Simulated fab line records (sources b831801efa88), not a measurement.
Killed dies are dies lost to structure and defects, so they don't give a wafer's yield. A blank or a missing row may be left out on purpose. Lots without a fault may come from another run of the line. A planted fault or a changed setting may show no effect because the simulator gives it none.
Matching of chambers    flow sky130    cmp-01 running SKY_VIA4_CMP_21: 4 sister chambers
The step polishes, stops on SiO2, t overpolish 25 s, target thk 0 nm. 4 wafers are shown with their chamber, then 7 later ones without.

WAFERS, EACH WITH ITS CHAMBER
wafer   chamber  motor-current-A (A)
L446.3  1        10.7
L446.4  0        10.1
L448.1  3        11.2
L448.3  2        11.0

WAFERS WHOSE CHAMBER IS MISSING
wafer   motor-current-A (A)
L448.5  10.7
L453.1  11.3
L453.3  11.9
L453.5  11.8
L454.1  10.0
L454.3  12.4
L454.5  10.9

CHAMBER TAKEN BY EACH
wafer   from the rows above                in truth
L448.5  can't be placed: 1 or 2 or 3 or 0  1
L453.1  can't be placed: 3 or 2 or 1 or 0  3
L453.3  can't be placed: 3 or 2 or 1 or 0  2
L453.5  can't be placed: 3 or 2 or 1 or 0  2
L454.1  can't be placed: 0 or 1 or 2 or 3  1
L454.3  can't be placed: 3 or 2 or 1 or 0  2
L454.5  can't be placed: 2 or 1 or 3 or 0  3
Placed correctly: 0 of 7. Unplaceable from these rows: 7, with the true chamber sitting among the candidates in 7. 0 placed wrongly.
How it was worked out, from the rows above alone: a wafer's distance from a chamber is the root of the sum, over the readings, of the square of ((its reading less the chamber's mean) divided by the reading's scatter). If the next closest chamber is less than 2 further off than the closest, the wafer can't be placed; otherwise it belongs to the closest. Each chamber's mean is taken over the wafers shown for it. The scatter (one wafer shown for each chamber): square how far every hidden wafer sits from the nearest shown wafer, average those squares and take the square root.
